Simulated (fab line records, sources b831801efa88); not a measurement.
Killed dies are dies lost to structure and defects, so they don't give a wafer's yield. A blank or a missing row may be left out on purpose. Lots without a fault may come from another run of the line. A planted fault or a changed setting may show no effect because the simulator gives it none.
Which tool did it? | flow sky130 | 12 lots, 36 wafers sampled, at 3 steps of a route of 708

WHAT THE GAUGES READ, wafer by wafer
SKY_RES_PROTECT_TW_MEAS_08. Usual: POLY_GATE_TW 4018, standard deviation 33.
lot  | measured     | on            | POLY_GATE_TW   | flag
L931 | day 15 01:19 | film_metro-01 | 4073 4088 4063 |
L932 | day 15 15:37 | film_metro-04 | 3989 3984 3994 |
L933 | day 16 04:31 | film_metro-01 | 4050 4056 4054 |
L936 | day 17 04:31 | film_metro-04 | 4035 4015 4030 |
L937 | day 17 16:28 | film_metro-04 | 4047 4037 4032 |
L946 | day 20 20:17 | film_metro-03 | 3983 3984 3986 |
L947 | day 21 00:25 | film_metro-03 | 3994 3980 3977 |
L948 | day 21 11:37 | film_metro-01 | 4049 4055 4047 |
L950 | day 22 02:01 | film_metro-04 | 4024 4033 4030 |
L952 | day 22 22:44 | film_metro-04 | 4023 4029 4031 |
L953 | day 23 13:03 | film_metro-01 | 4034 4030 4046 |
L954 | day 23 23:00 | film_metro-04 | 4052 4055 4062 |

SKY_POLY_GATE_CD_MEAS_13: target cd 150 nm. Usual: cd_nm 150.5 nm, standard deviation 1.7.
lot  | measured     | on        | cd_nm (nm)        | flag
L931 | day 16 07:51 | cd_sem-02 | 154.5 153.6 153.8 |
L932 | day 16 22:53 | cd_sem-02 | 152.0 150.9 150.4 |
L933 | day 17 10:34 | cd_sem-02 | 149.4 148.8 147.4 |
L936 | day 18 13:29 | cd_sem-01 | 148.8 148.0 147.9 |
L937 | day 19 00:10 | cd_sem-01 | 148.7 147.9 148.4 |
L946 | day 22 04:17 | cd_sem-02 | 150.7 151.0 152.5 |
L947 | day 22 08:27 | cd_sem-02 | 152.4 151.4 151.5 |
L948 | day 22 20:22 | cd_sem-02 | 150.3 149.9 150.9 |
L950 | day 23 10:17 | cd_sem-02 | 151.8 152.3 152.7 |
L952 | day 24 09:28 | cd_sem-01 | 149.2 149.7 150.4 |
L953 | day 24 21:10 | cd_sem-01 | 150.5 150.6 150.3 |
L954 | day 25 06:38 | cd_sem-01 | 149.9 149.0 150.3 |

WHICH TOOL RAN EACH LOT (tool, then ch and the chambers of the sampled wafers, then the start)
lot  | SKY_RES_PROTECT_STRIP_07
L931 | plasma_asher-01 ch 0,1, day 15 01:13
L932 | plasma_asher-03 ch 0, day 15 15:30
L933 | plasma_asher-02 ch 0,1, day 16 04:25
L936 | plasma_asher-01 ch 0,1, day 17 04:25
L937 | plasma_asher-03 ch 0,1, day 17 16:22
L946 | plasma_asher-02 ch 0,1, day 20 20:11
L947 | plasma_asher-01 ch 0,1, day 21 00:19
L948 | plasma_asher-03 ch 0,1, day 21 11:31
L950 | plasma_asher-02 ch 0,1, day 22 01:55
L952 | plasma_asher-02 ch 0,1, day 22 22:38
L953 | plasma_asher-01 ch 0, day 23 12:57
L954 | plasma_asher-02 ch 0,1, day 23 22:54
- SKY_RES_PROTECT_STRIP_07: strips in O2/N2.

WHAT THE TOOLS THEMSELVES READ (means of the sampled wafers that have a number; where no wafer has one, the mark that the record gives instead)
SKY_RES_PROTECT_STRIP_07. Usual: drypump_motor_current_A 5.5 A, standard deviation 0.36; oes_product_au 0.518 a.u., standard deviation 0.0047; strip_time_to_endpoint_s 23.28 s, standard deviation 0.036.
lot  | tool            | drypump_motor_current_A (A) | oes_product_au (a.u.) | strip_time_to_endpoint_s (s) | flag
L931 | plasma_asher-01 | 5.6                         | 0.515                 | 23.29                        |
L932 | plasma_asher-03 | 4.9                         | 0.519                 | 23.29                        |
L933 | plasma_asher-02 | 5.3                         | 0.521                 | 23.26                        |
L936 | plasma_asher-01 | 5.6                         | 0.521                 | 23.27                        |
L937 | plasma_asher-03 | 5.4                         | 0.513                 | 23.26                        |
L946 | plasma_asher-02 | 5.5                         | 0.519                 | 23.22                        |
L947 | plasma_asher-01 | 5.7                         | 0.520                 | 23.32                        |
L948 | plasma_asher-03 | 5.4                         | 0.517                 | 23.26                        |
L950 | plasma_asher-02 | 5.6                         | 0.524                 | 23.34                        |
L952 | plasma_asher-02 | 5.3                         | 0.518                 | 23.31                        |
L953 | plasma_asher-01 | 5.7                         | 0.522                 | 23.33                        |
L954 | plasma_asher-02 | 5.3                         | 0.521                 | 23.28                        |

THE ANSWER, worked out from the rows above alone
Rule: a lot is off if the mean of its wafers that have a number lies more than 3 standard deviations from the usual mean. A lot without any number at a reading at which 4 lots or more have one is off too. The other lots that the step has rows for count as sound. The gauges are gone through in route order, then the tools' own readings, and for those a lot's mean is taken as printed above. The first step at which some lot is off is used, and at that step the reading that is off furthest; a lot without a number counts as furthest.
No lot is off at any reading shown: from this, nothing can be told.

WHAT THE SIMULATOR HAD PUT IN
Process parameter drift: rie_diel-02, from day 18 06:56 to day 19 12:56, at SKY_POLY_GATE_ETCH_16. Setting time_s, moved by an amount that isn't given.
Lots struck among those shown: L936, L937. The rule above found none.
